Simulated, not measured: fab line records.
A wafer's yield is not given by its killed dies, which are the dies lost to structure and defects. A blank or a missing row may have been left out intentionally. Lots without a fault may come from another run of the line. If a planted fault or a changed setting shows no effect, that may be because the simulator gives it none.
fab line records | flow sky130 | part 1 of 2: steps 1 to 34 of 46
[record] lots = 5 wafers = 15 last_day = 50
route steps=708 shown VT_ADJUST_LVTN@117 VT_ADJUST_NCORE@119 VT_ADJUST_HVTR@131 VT_ADJUST_PCH@143 SONOS_TUNNEL@154
lots that met no fault: taken from a fault-free run of the same line
start_h: start of the lot's first displayed wafer, in hours after the record's first day | wait_h: hours since the lot's step before | " identical to the entry in the row above | L1.1+2: a row that stands for several wafers | - no value present, or no start provided | * or withheld: withheld | < > ~ a bound
route shown NAME@n: a module of which the file shows steps, and the number in the route of the first | usual: mean/standard deviation taken from wafers without a fault | same: alike in all rows | chamber/n: place in a boat | sites: per-site readings | _std_site: how widely they spread, as a standard deviation | _edge_site: inner sites' mean taken away from outer sites' mean | radius_mm: for every site, how far away it sits from the centre of the wafer | mask NAME#n: copy n | behind: the last tool/chamber to shape the wafer | hold: cause of the lot's hold/its duration in hours/its outcome | device: the n, p or np transistor that did not switch | end of line: the same wafers' tests at the end of the route | step lacking rows: just its recipe | killed: not the wafer's yield, but the dies lost to structure and defects at the first sort | map: per-die view of a wafer (x killed, . not killed, _ where there is no die)
set.NAME: the setting the step ran with; set.NAME@STEP: the setting that earlier step ran with | model.NAME: the simulator's own value behind a step, which no gauge read
lots at selected steps of the route; one table per step, one row per wafer
services: a tool's chamber out of use, with start hour (start_h, from the record's first day; less than 0 if before it), hours out, and reason
[[steps]]
[step SKY_VT_ADJUST_LVTN_STRIP_20]
[recipe] chemistry = O2/N2 power_w = 1400 pressure_mtorr = 1500 platen_temp_c = withheld o2_flow_sccm = 3000 n2_flow_sccm = 300 overash_fraction = 0.5
[usual] drypump_motor_current_A = 5.6/0.57 oes_product_au = 0.716/0.0046 strip_time_to_endpoint_s = 14.19/0.045
// columns lot.wafer tool chamber start_h wait_h drypump_motor_current_A oes_product_au rf_hours_counter_h strip_time_to_endpoint_s
L079.3 plasma_asher-01 0 201.77 0.1 5.7 0.723 - 14.23
L079.4 " 1 " " 5.0 0.717 - 14.17
L079.5 " 0 " " 5.7 0.722 - 14.23
L082.3 plasma_asher-01 1 215.41 0.1 5.0 0.721 - 14.22
L082.4 " 0 " " 5.7 0.721 - 14.30
L082.6 " 1 " " 5.0 0.710 - 14.26
L083.1 plasma_asher-02 0 223.85 0.1 6.4 0.717 11 14.16
L083.4 " 1 " " 6.0 0.725 - 14.13
L083.6 " 1 " " 6.0 0.721 - 14.15
L096.1 plasma_asher-02 1 316.03 0.1 6.0 0.722 21 14.21
L096.3 " 0 " " 6.4 0.723 - 14.20
L096.4 " 1 " " 6.0 0.721 - 14.17
L097.2 plasma_asher-02 0 317.13 0.1 6.4 0.707 21 14.14
L097.3 " 1 " " 6.0 0.720 - 14.12
L097.6 " 1 " " 6.0 0.715 - 14.11
[step SKY_VT_ADJUST_LVTN_TW_MEAS_21]
[usual] VT_ADJUST_LVTN_2_TW = 187.3/0.89
// columns lot.wafer tool chamber start_h wait_h VT_ADJUST_LVTN_2_TW
L079.3 film_metro-02 - 201.86 0.1 187.5
L079.4 " - " " 186.7
L079.5 " - " " 187.0
L082.3 film_metro-02 - 215.50 0.1 187.3
L082.4 " - " " 186.8
L082.6 " - " " 186.2
L083.1 film_metro-02 - 223.95 0.1 186.4
L083.4 " - " " 186.0
L083.6 " - " " 185.7
L096.1 film_metro-03 - 316.13 0.1 186.3
L096.3 " - " " 187.0
L096.4 " - " " 186.2
L097.2 film_metro-02 - 317.24 0.1 187.2
L097.3 " - " " 188.3
L097.6 " - " " 187.1
[step SKY_VT_ADJUST_NCORE_DEHYDRATE_00]
[recipe] temp_c = 200 time_s = 60
// columns lot.wafer tool chamber start_h wait_h
L079.3+4+5 litho_track-02 0 212.27 10.4
L082.3+4+6 litho_track-03 0 226.01 10.5
L083.1+4+6 litho_track-02 0 234.37 10.4
L096.1+3+4 litho_track-03 0 328.16 12.0
L097.2+3+6 litho_track-03 0 329.14 11.9
[step SKY_VT_ADJUST_NCORE_HMDS_01]
[recipe] prime_time_s = 60 prime_temp_c = 120
// columns lot.wafer tool chamber start_h wait_h
L079.3+4+5 litho_track-02 0 212.42 0.1
L082.3+4+6 litho_track-03 0 226.16 0.1
L083.1+4+6 litho_track-02 0 234.52 0.1
L096.1+3+4 litho_track-03 0 328.31 0.1
L097.2+3+6 litho_track-03 0 329.29 0.1
[step SKY_VT_ADJUST_NCORE_COAT_02]
[recipe] resist = NOVOLAK spin_rpm = 3000 resist_thk_nm = 1140
// columns lot.wafer tool chamber start_h wait_h
L079.3+4+5 litho_track-02 0 212.57 0.1
L082.3+4+6 litho_track-03 0 226.31 0.1
L083.1+4+6 litho_track-02 0 234.67 0.1
L096.1+3+4 litho_track-03 0 328.46 0.1
L097.2+3+6 litho_track-03 0 329.44 0.1
[step SKY_VT_ADJUST_NCORE_SOFTBAKE_03]
[recipe] temp_c = 90 time_s = 60 resist = NOVOLAK
// columns lot.wafer tool chamber start_h wait_h
L079.3+4+5 litho_track-02 0 212.72 0.1
L082.3+4+6 litho_track-03 0 226.46 0.1
L083.1+4+6 litho_track-02 0 234.82 0.1
L096.1+3+4 litho_track-03 0 328.61 0.1
L097.2+3+6 litho_track-03 0 329.59 0.1
[step SKY_VT_ADJUST_NCORE_EXPOSE_04]
[recipe] mask_id = LVTN_COMPLEMENT_THIN na = 0.6 source_shape = conventional sigma_outer = 0.6 polarization = unpolarized target_cd_nm = 380 dose_mj = 139
// columns lot.wafer tool chamber start_h wait_h mask
L079.3+4+5 iline_stepper-02 0 - - LVTN_COMPLEMENT_THIN#0
L082.3+4+6 iline_stepper-01 0 - - LVTN_COMPLEMENT_THIN#0
L083.1+4+6 iline_stepper-02 0 - - LVTN_COMPLEMENT_THIN#0
L096.1+3+4 iline_stepper-01 0 - - LVTN_COMPLEMENT_THIN#0
L097.2+3+6 iline_stepper-01 0 - - LVTN_COMPLEMENT_THIN#0
[step SKY_VT_ADJUST_NCORE_PEB_05]
[recipe] temp_c = withheld time_s = * resist = NOVOLAK
// columns lot.wafer tool chamber start_h wait_h
L079.3+4+5 litho_track-03 0 - -
L082.3+4+6 litho_track-04 0 - -
L083.1+4+6 litho_track-03 0 - -
L096.1+3+4 litho_track-04 0 - -
L097.2+3+6 litho_track-03 0 - -
[step SKY_VT_ADJUST_NCORE_DEVELOP_06]
[recipe] resist = NOVOLAK developer = TMAH develop_time_s = 60 dev_temp_c = 23
// columns lot.wafer tool chamber start_h wait_h
L079.3+4+5 litho_track-03 0 223.26 0.1
L082.3+4+6 litho_track-04 0 238.14 0.1
L083.1+4+6 litho_track-03 0 246.01 0.1
L096.1+3+4 litho_track-04 0 342.14 0.1
L097.2+3+6 litho_track-03 0 342.59 0.1
[step SKY_VT_ADJUST_NCORE_CD_MEAS_07]
[recipe] target_cd_nm = 380
[usual] cd_nm = 380.6/2.2
// columns lot.wafer tool chamber start_h wait_h cd_nm
L079.3 cd_sem-01 - 223.40 0.1 382.4
L079.4 " - " " 382.4
L079.5 " - " " 384.7
L082.3 cd_sem-01 - 238.28 0.1 378.8
L082.4 " - " " 381.9
L082.6 " - " " 376.8
L083.1 cd_sem-02 - 246.16 0.1 377.9
L083.4 " - " " 378.1
L083.6 " - " " 378.7
L096.1 cd_sem-01 - 342.29 0.1 379.6
L096.3 " - " " 379.6
L096.4 " - " " 381.0
L097.2 cd_sem-02 - 342.73 0.1 379.9
L097.3 " - " " 376.6
L097.6 " - " " 380.9
[step SKY_VT_ADJUST_NCORE_OVL_MEAS_08]
[usual] VT_ADJUST_NCORE_OVL = -0.3/1.3
// columns lot.wafer tool chamber start_h wait_h VT_ADJUST_NCORE_OVL[nm]
L079.3 overlay-02 - 223.50 0.1 -0.5
L079.4 " - " " 0.5
L079.5 " - " " 0.6
L082.3 overlay-01 - 238.37 0.1 -1.3
L082.4 " - " " -1.8
L082.6 " - " " -1.2
L083.1 overlay-01 - 246.28 0.1 1.5
L083.4 " - " " 1.7
L083.6 " - " " 1.2
L096.1 overlay-01 - 342.41 0.1 -0.1
L096.3 " - " " -2.0
L096.4 " - " " 0.1
L097.2 overlay-01 - 342.84 0.1 2.3
L097.3 " - " " 1.9
L097.6 " - " " 1.1
[step SKY_VT_ADJUST_NCORE_IMPLANT_09]
[recipe] species = B energy_kev = 10 dose_cm2 = 2.4e+12 tilt_deg = withheld
[usual] end_station_pressure_torr = 5.01e-06/2.5e-07
// columns lot.wafer tool chamber start_h wait_h end_station_pressure_torr
L079.3 implanter-03 0 223.57 0.1 5.26e-06
L079.4 " 0 " " 5.09e-06
L079.5 " 0 " " 5.17e-06
L082.3 implanter-04 0 238.45 0.1 5.19e-06
L082.4 " 0 " " 4.71e-06
L082.6 " 0 " " 4.85e-06
L083.1 implanter-03 0 246.32 0.0 4.86e-06
L083.4 " 0 " " 4.65e-06
L083.6 " 0 " " 4.82e-06
L096.1 implanter-03 0 342.45 0.0 5.04e-06
L096.3 " 0 " " 4.95e-06
L096.4 " 0 " " 4.99e-06
L097.2 implanter-04 0 342.89 0.0 5.14e-06
L097.3 " 0 " " 4.95e-06
L097.6 " 0 " " 4.88e-06
[step SKY_VT_ADJUST_NCORE_STRIP_10]
[recipe] chemistry = O2/N2 power_w = 1400 pressure_mtorr = 1500 platen_temp_c = withheld o2_flow_sccm = 3000 n2_flow_sccm = 300 overash_fraction = 0.5
[usual] drypump_motor_current_A = 5.3/0.44 oes_product_au = 0.715/0.0045 strip_time_to_endpoint_s = 14.19/0.04
// columns lot.wafer tool chamber start_h wait_h drypump_motor_current_A oes_product_au rf_hours_counter_h strip_time_to_endpoint_s
L079.3 plasma_asher-04 1 223.70 0.1 5.8 0.713 - 14.17
L079.4 " 0 " " 4.7 0.720 - 14.14
L079.5 " 0 " " 4.7 0.713 - 14.19
L082.3 plasma_asher-01 1 238.58 0.1 5.0 0.709 - 14.19
L082.4 " 0 " " 5.7 0.710 - 14.13
L082.6 " 1 " " 5.0 0.711 - 14.18
L083.1 plasma_asher-04 1 246.47 0.1 5.8 0.717 54 14.16
L083.4 " 1 " " 5.8 0.711 - 14.20
L083.6 " 1 " " 5.8 0.716 - 14.19
L096.1 plasma_asher-04 1 342.60 0.1 5.8 0.718 66 14.21
L096.3 " 0 " " 4.7 0.714 - 14.21
L096.4 " 1 " " 5.8 0.708 - 14.19
L097.2 plasma_asher-01 1 343.02 0.1 5.0 0.713 55 14.20
L097.3 " 0 " " 5.7 0.716 - 14.17
L097.6 " 0 " " 5.7 0.718 - 14.14
[step SKY_VT_ADJUST_NCORE_TW_MEAS_11]
[usual] VT_ADJUST_NCORE_TW = 219.4/2.4
// columns lot.wafer tool chamber start_h wait_h VT_ADJUST_NCORE_TW
L079.3 film_metro-04 - 223.79 0.1 216.6
L079.4 " - " " 215.8
L079.5 " - " " 217.5
L082.3 film_metro-01 - 238.67 0.1 223.0
L082.4 " - " " 221.4
L082.6 " - " " 222.1
L083.1 film_metro-03 - 246.57 0.1 218.3
L083.4 " - " " 219.5
L083.6 " - " " 219.8
L096.1 film_metro-03 - 342.70 0.1 217.8
L096.3 " - " " 219.3
L096.4 " - " " 218.6
L097.2 film_metro-03 - 343.13 0.1 218.8
L097.3 " - " " 219.7
L097.6 " - " " 218.7
[step SKY_VT_ADJUST_HVTR_DEHYDRATE_00]
[recipe] temp_c = 200 time_s = 60
// columns lot.wafer tool chamber start_h wait_h
L079.3+4+5 litho_track-01 0 234.20 10.4
L082.3+4+6 litho_track-02 0 249.27 10.6
L083.1+4+6 litho_track-02 0 257.87 11.3
L096.1+3+4 litho_track-02 0 355.12 12.4
L097.2+3+6 litho_track-01 0 355.87 12.7
[step SKY_VT_ADJUST_HVTR_HMDS_01]
[recipe] prime_time_s = 60 prime_temp_c = 120
// columns lot.wafer tool chamber start_h wait_h
L079.3+4+5 litho_track-01 0 234.35 0.1
L082.3+4+6 litho_track-02 0 249.42 0.1
L083.1+4+6 litho_track-02 0 258.02 0.1
L096.1+3+4 litho_track-02 0 355.27 0.1
L097.2+3+6 litho_track-01 0 356.02 0.1
[step SKY_VT_ADJUST_HVTR_COAT_02]
[recipe] resist = NOVOLAK spin_rpm = 3000 resist_thk_nm = 1140
// columns lot.wafer tool chamber start_h wait_h
L079.3+4+5 litho_track-01 0 234.50 0.1
L082.3+4+6 litho_track-02 0 249.57 0.1
L083.1+4+6 litho_track-02 0 258.17 0.1
L096.1+3+4 litho_track-02 0 355.42 0.1
L097.2+3+6 litho_track-01 0 356.17 0.1
[step SKY_VT_ADJUST_HVTR_SOFTBAKE_03]
[recipe] temp_c = 90 time_s = 60 resist = NOVOLAK
// columns lot.wafer tool chamber start_h wait_h
L079.3+4+5 litho_track-01 0 234.65 0.1
L082.3+4+6 litho_track-02 0 249.72 0.1
L083.1+4+6 litho_track-02 0 258.32 0.1
L096.1+3+4 litho_track-02 0 355.57 0.1
L097.2+3+6 litho_track-01 0 356.32 0.1
[step SKY_VT_ADJUST_HVTR_EXPOSE_04]
[recipe] mask_id = HVTRM target_cd_nm = 380 na = 0.6 source_shape = conventional sigma_outer = 0.6 dose_mj = 150
// columns lot.wafer tool chamber start_h wait_h mask
L079.3+4+5 iline_stepper-02 0 - - HVTRM#0
L082.3+4+6 iline_stepper-02 0 - - HVTRM#0
L083.1+4+6 iline_stepper-01 0 - - HVTRM#0
L096.1+3+4 iline_stepper-02 0 - - HVTRM#0
L097.2+3+6 iline_stepper-01 0 - - HVTRM#0
[step SKY_VT_ADJUST_HVTR_PEB_05]
[recipe] temp_c = withheld time_s = * resist = NOVOLAK
// columns lot.wafer tool chamber start_h wait_h
L079.3+4+5 litho_track-03 0 - -
L082.3+4+6 litho_track-03 0 - -
L083.1+4+6 litho_track-01 0 - -
L096.1+3+4 litho_track-03 0 - -
L097.2+3+6 litho_track-03 0 - -
[step SKY_VT_ADJUST_HVTR_DEVELOP_06]
[recipe] develop_time_s = 60 dev_temp_c = 23
// columns lot.wafer tool chamber start_h wait_h
L079.3+4+5 litho_track-03 0 245.76 0.1
L082.3+4+6 litho_track-03 0 261.81 0.1
L083.1+4+6 litho_track-01 0 270.55 0.1
L096.1+3+4 litho_track-03 0 369.66 0.1
L097.2+3+6 litho_track-03 0 370.29 0.1
[step SKY_VT_ADJUST_HVTR_CD_MEAS_07]
[recipe] target_cd_nm = 380
[usual] cd_nm = 379.2/2.8
// columns lot.wafer tool chamber start_h wait_h cd_nm
L079.3 cd_sem-02 - 245.90 0.1 378.6
L079.4 " - " " 378.4
L079.5 " - " " 378.3
L082.3 cd_sem-01 - 261.95 0.1 381.7
L082.4 " - " " 383.2
L082.6 " - " " 380.6
L083.1 cd_sem-02 - 270.70 0.1 378.1
L083.4 " - " " 375.8
L083.6 " - " " 376.2
L096.1 cd_sem-02 - 369.81 0.1 381.2
L096.3 " - " " 379.3
L096.4 " - " " 382.6
L097.2 cd_sem-01 - 370.43 0.1 378.0
L097.3 " - " " 377.8
L097.6 " - " " 376.9
[step SKY_VT_ADJUST_HVTR_OVL_MEAS_08]
[usual] VT_ADJUST_HVTR_OVL = 0.3/1.3
// columns lot.wafer tool chamber start_h wait_h VT_ADJUST_HVTR_OVL[nm]
L079.3 overlay-01 - 246.00 0.1 -0.2
L079.4 " - " " -0.8
L079.5 " - " " 0.4
L082.3 overlay-01 - 262.05 0.1 -0.2
L082.4 " - " " 0.7
L082.6 " - " " 1.5
L083.1 overlay-02 - 270.82 0.1 -0.1
L083.4 " - " " -0.6
L083.6 " - " " -0.2
L096.1 overlay-02 - 369.93 0.1 -0.3
L096.3 " - " " 1.7
L096.4 " - " " 2.3
L097.2 overlay-02 - 370.54 0.1 -0.5
L097.3 " - " " -2.2
L097.6 " - " " -1.7
[step SKY_VT_ADJUST_HVTR_IMPLANT_09]
[recipe] species = B energy_kev = 10 dose_cm2 = 2.1e+12 tilt_deg = withheld
[usual] end_station_pressure_torr = 4.98e-06/2.7e-07
// columns lot.wafer tool chamber start_h wait_h end_station_pressure_torr
L079.3 implanter-04 0 246.07 0.1 5.2e-06
L079.4 " 0 " " 5.03e-06
L079.5 " 0 " " 4.86e-06
L082.3 implanter-02 0 262.12 0.1 4.94e-06
L082.4 " 0 " " 4.97e-06
L082.6 " 0 " " 4.72e-06
L083.1 implanter-04 0 270.86 0.0 4.85e-06
L083.4 " 0 " " 4.92e-06
L083.6 " 0 " " 4.64e-06
L096.1 implanter-02 0 369.97 0.0 5.47e-06
L096.3 " 0 " " 4.84e-06
L096.4 " 0 " " 5e-06
L097.2 implanter-04 0 370.59 0.0 5.71e-06
L097.3 " 0 " " 5.37e-06
L097.6 " 0 " " 5.14e-06
[step SKY_VT_ADJUST_HVTR_STRIP_10]
[recipe] chemistry = O2/N2 power_w = 1400 pressure_mtorr = 1500 platen_temp_c = withheld o2_flow_sccm = 3000 n2_flow_sccm = 300 overash_fraction = 0.5
[usual] drypump_motor_current_A = 5.7/0.59 oes_product_au = 0.715/0.0048 strip_time_to_endpoint_s = 14.17/0.036
// columns lot.wafer tool chamber start_h wait_h drypump_motor_current_A oes_product_au rf_hours_counter_h strip_time_to_endpoint_s
L079.3 plasma_asher-02 0 246.20 0.1 6.4 0.718 - 14.15
L079.4 " 1 " " 6.0 0.725 - 14.20
L079.5 " 1 " " 6.0 0.712 - 14.15
L082.3 plasma_asher-04 0 262.25 0.1 4.7 0.710 - 14.15
L082.4 " 1 " " 5.8 0.716 - 14.16
L082.6 " 1 " " 5.8 0.724 - 14.16
L083.1 plasma_asher-04 1 271.01 0.1 5.8 0.719 58 14.14
L083.4 " 1 " " 5.8 0.718 - 14.24
L083.6 " 0 " " 4.7 0.705 - 14.17
L096.1 plasma_asher-02 0 370.12 0.1 6.4 0.717 26 14.15
L096.3 " 0 " " 6.4 0.721 - 14.13
L096.4 " 1 " " 6.0 0.716 - 14.19
L097.2 plasma_asher-03 0 370.72 0.1 5.4 0.714 62 14.19
L097.3 " 0 " " 5.4 0.713 - 14.21
L097.6 " 1 " " 5.4 0.716 - 14.22
[step SKY_VT_ADJUST_HVTR_TW_MEAS_11]
[usual] VT_ADJUST_HVTR_TW = 210.9/2.3
// columns lot.wafer tool chamber start_h wait_h VT_ADJUST_HVTR_TW
L079.3 film_metro-01 - 246.29 0.1 213.6
L079.4 " - " " 216.2
L079.5 " - " " 215.1
L082.3 film_metro-02 - 262.34 0.1 208.9
L082.4 " - " " 209.4
L082.6 " - " " 208.2
L083.1 film_metro-03 - 271.11 0.1 209.6
L083.4 " - " " 210.1
L083.6 " - " " 209.5
L096.1 film_metro-02 - 370.22 0.1 209.3
L096.3 " - " " 209.3
L096.4 " - " " 210.3
L097.2 film_metro-03 - 370.83 0.1 209.8
L097.3 " - " " 210.1
L097.6 " - " " 210.3
[step SKY_VT_ADJUST_PCH_DEHYDRATE_00]
[recipe] temp_c = 200 time_s = 60
// columns lot.wafer tool chamber start_h wait_h
L079.3+4+5 litho_track-04 0 257.89 11.6
L082.3+4+6 litho_track-01 0 273.60 11.2
L083.1+4+6 litho_track-02 0 282.87 11.8
L096.1+3+4 litho_track-01 0 383.55 13.3
L097.2+3+6 litho_track-04 0 384.42 13.6
[step SKY_VT_ADJUST_PCH_HMDS_01]
[recipe] prime_time_s = 60 prime_temp_c = 120
// columns lot.wafer tool chamber start_h wait_h
L079.3+4+5 litho_track-04 0 258.04 0.1
L082.3+4+6 litho_track-01 0 273.75 0.1
L083.1+4+6 litho_track-02 0 283.02 0.1
L096.1+3+4 litho_track-01 0 383.70 0.1
L097.2+3+6 litho_track-04 0 384.57 0.1
[step SKY_VT_ADJUST_PCH_COAT_02]
[recipe] spin_rpm = 2000 resist_thk_nm = 3000
// columns lot.wafer tool chamber start_h wait_h
L079.3+4+5 litho_track-04 0 258.19 0.1
L082.3+4+6 litho_track-01 0 273.90 0.1
L083.1+4+6 litho_track-02 0 283.17 0.1
L096.1+3+4 litho_track-01 0 383.85 0.1
L097.2+3+6 litho_track-04 0 384.72 0.1
[step SKY_VT_ADJUST_PCH_SOFTBAKE_03]
[recipe] temp_c = 110 time_s = withheld
// columns lot.wafer tool chamber start_h wait_h
L079.3+4+5 litho_track-04 0 258.36 0.1
L082.3+4+6 litho_track-01 0 274.07 0.1
L083.1+4+6 litho_track-02 0 283.32 0.1
L096.1+3+4 litho_track-01 0 384.00 0.1
L097.2+3+6 litho_track-04 0 384.87 0.1
[step SKY_VT_ADJUST_PCH_EXPOSE_04]
[recipe] mask_id = NWM na = 0.6 source_shape = conventional sigma_outer = 0.6 polarization = unpolarized target_cd_nm = 840 dose_mj = 255
// columns lot.wafer tool chamber start_h wait_h mask
L079.3+4+5 iline_stepper-01 0 - - NWM#0
L082.3+4+6 iline_stepper-01 0 - - NWM#0
L083.1+4+6 iline_stepper-01 0 - - NWM#0
L096.1+3+4 iline_stepper-02 0 - - NWM#0
L097.2+3+6 iline_stepper-01 0 - - NWM#0
[step SKY_VT_ADJUST_PCH_PEB_05]
[recipe] temp_c = 115 time_s = withheld
// columns lot.wafer tool chamber start_h wait_h
L079.3+4+5 litho_track-01 0 - -
L082.3+4+6 litho_track-04 0 - -
L083.1+4+6 litho_track-02 0 - -
L096.1+3+4 litho_track-02 0 - -
L097.2+3+6 litho_track-04 0 - -
[step SKY_VT_ADJUST_PCH_DEVELOP_06]
[recipe] wall_angle_deg = 90 developer = TMAH develop_time_s = 60 dev_temp_c = 23
// columns lot.wafer tool chamber start_h wait_h
L079.3+4+5 litho_track-01 0 - -
L082.3+4+6 litho_track-04 0 - -
L083.1+4+6 litho_track-02 0 - -
L096.1+3+4 litho_track-02 0 - -
L097.2+3+6 litho_track-04 0 - -
[step SKY_VT_ADJUST_PCH_OVL_MEAS_07]
[usual] VT_ADJUST_PCH_OVL = 0.5/1.6
// columns lot.wafer tool chamber start_h wait_h VT_ADJUST_PCH_OVL[nm]
L079.3 overlay-01 - 270.41 - -1.7
L079.4 " - " " -0.2
L079.5 " - " " -1.4
L082.3 overlay-02 - 287.45 - -3.4
L082.4 " - " " -2.0
L082.6 " - " " -1.8
L083.1 overlay-01 - 295.57 - -2.5
L083.4 " - " " -0.2
L083.6 " - " " -0.6
L096.1 overlay-01 - 399.47 - 2.4
L096.3 " - " " 2.5
L096.4 " - " " 2.3
L097.2 overlay-01 - 400.05 - -0.3
L097.3 " - " " -0.6
L097.6 " - " " -1.3
